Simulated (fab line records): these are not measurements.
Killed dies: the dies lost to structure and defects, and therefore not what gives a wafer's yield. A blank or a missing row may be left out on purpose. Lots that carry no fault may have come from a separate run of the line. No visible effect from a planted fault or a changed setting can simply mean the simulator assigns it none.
Comparing a struck lot with a sound one | flow sky130 | 18 steps out of a route of 708
Sound: these wafers, L772.1, L772.2, L772.4. Struck: wafers L784.1, L784.2, L784.5. The cause is named last.
For every step that has rows: the tool of each side, followed by ch and its chambers, followed by its first start. Under that, the readings that differ: sound wafers | struck wafers | difference of the means | sigmas: that difference in standard deviations of wafers without a fault.
alike: readings with means less than 2 such deviations apart, plus words and numbers identical on both sides. not compared: withheld readings, readings lacking a value on some wafer, bounds such as >300 that could conceal the same value, and numbers that have no deviation in the record and whose values overlap.
A row with sigmas, a row that says differs or no value, or rows on one side alone: a step with any of these is where the two part. Numbers that have no deviation but don't overlap get no sigmas and don't part them. Lack of a reading on every wafer of one side parts them only where that side has two or more wafers.

first, 5 steps without rows for these wafers: SKY_CONTACT_ETCH_18 (etches Si3N4 in CHF3/O2, stops on TiN, time 39 s, target depth 75 nm); SKY_CONTACT_STRIP_19 (strips in O2/N2); SKY_CONTACT_STRIP_20 (strips in post etch residue remover, time 1200 s); SKY_CONTACT_CLEAN_21 (cleans in IPA, time 180 s); SKY_CONTACT_CLEAN_22 (cleans in O3/DIW).
SKY_CONTACT_SPUTTER_23: material TiN, target thk 20 nm, time 80 s.
  sound on pvd_sputter-03 at day 33 02:43; struck on pvd_sputter-01 at day 36 23:40
  alike: cathode_dc_power_W, throttle_valve_pct
then, 1 step without rows for these wafers: SKY_CONTACT_CVD_24 (deposits W, target thk 340 nm, time 102.12 s).
SKY_CONTACT_RS_MEAS_25: the measuring method here is four-point-probe.
  sound on film_metro-03 at day 33 02:53; struck on film_metro-01 at day 36 23:50
  alike: CONTACT_W_RS
SKY_CONTACT_THK_MEAS_26: measures by xrf.
  sound on film_metro-03 at day 33 03:01; struck on film_metro-01 at day 36 23:58
  alike: CONTACT_W_THK
SKY_CONTACT_CMP_27: polishes, stops on SiO2, t overpolish 15 s, target thk 0 nm.
  sound on cmp-02 ch 0,1,2, day 33 03:04; struck on cmp-02 ch 0,1,3, day 37 00:01
  alike: motor_current_A, overpolish_run_s, time_to_endpoint_s
SKY_METAL1_SPUTTER_00: material Ti, target thk 15 nm, time 10 s.
  sound on pvd_sputter-02 at day 33 03:22; struck on pvd_sputter-02 at day 37 00:19
  alike: cathode_dc_power_W, throttle_valve_pct
SKY_METAL1_SPUTTER_01: material TiN, target thk 20 nm, time 16.7 s.
  sound on pvd_sputter-02 at day 33 03:24; struck on pvd_sputter-02 at day 37 00:20
  alike: cathode_dc_power_W, throttle_valve_pct
SKY_METAL1_SPUTTER_02: material AlCu, target thk 250 nm, time 13.3 s.
  sound on pvd_sputter-02 at day 33 03:25; struck on pvd_sputter-02 at day 37 00:22
  reading                                     | sound             | struck            | difference | sigmas
  cathode_dc_power_W (W)                      | 10596 10599 10601 | 11245 11245 11244 | +646       | +99 or more
  model.AlCu_of_METAL1_SPUTTER_02.thk_nm (nm) | 245.5 253.7 247.7 | 263.1 272 271.7   | +20.0      |
  alike: throttle_valve_pct
SKY_METAL1_SPUTTER_03: material Ti, target thk 5 nm, time 3.3 s.
  sound on pvd_sputter-02 at day 33 03:27; struck on pvd_sputter-02 at day 37 00:23
  alike: cathode_dc_power_W, throttle_valve_pct
then, 1 step without rows for these wafers: SKY_METAL1_SPUTTER_04 (material TiN, target thk 70 nm, time 58.3 s).
SKY_METAL1_RS_MEAS_05: the measuring method here is four-point-probe.
  sound on film_metro-01 at day 33 03:31; struck on film_metro-04 at day 37 00:44
  reading                 | sound                | struck               | difference | sigmas
  METAL1_ALCU_RS (ohm/sq) | 0.1289 0.1245 0.1280 | 0.1203 0.1163 0.1161 | -0.0096    | -5
  not compared: hold
SKY_METAL1_THK_MEAS_06: measures by xrf.
  sound on film_metro-01 at day 33 03:38; struck on film_metro-04 at day 37 04:22
  reading              | sound       | struck      | difference | sigmas
  METAL1_ALCU_THK (nm) | 248 259 255 | 268 277 277 | +20        | +5
  not compared: hold
-- the record jumps here: 13 days lie between the struck wafers' starts before and after (it left off in module METAL1 and takes up again in module PAD_OPEN, whose first step shown is number 708 of the route) --
SKY_PAD_OPEN_PROBE_99:
  sound on prober-02 at day 46 16:57; struck on prober-01 at day 49 23:01
  reading                      | sound                | struck               | difference | sigmas
  model.etest.met1.line_ohm_um | 0.905 0.9144 0.9665  | 0.896 0.8062 0.8324  | -0.084     |
  model.etest.met1.rs_ohm_sq   | 0.1297 0.1271 0.1305 | 0.1225 0.1167 0.1176 | -0.0102    |
  alike: defect_limited_yield, killed_at_M0_to_M3, killed_at_M4_up, killed_at_contacts, killed_at_front_end, killed_at_other, killed_dies, killed_open, killed_short, sort_bin_3_pad_short, sort_bin_5_function, sort_bin_6_memory, sort_n_pass, sort_yield_pct

== WHERE THEY PART ==
At SKY_METAL1_SPUTTER_02 first; at SKY_METAL1_THK_MEAS_06 last (within this record only). Later steps at which nothing parts them and some readings are alike: SKY_PAD_OPEN_PROBE_99.

WHY: what had been put in by the simulator
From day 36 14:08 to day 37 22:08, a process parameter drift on pvd_sputter-02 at SKY_METAL1_SPUTTER_02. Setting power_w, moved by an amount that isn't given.
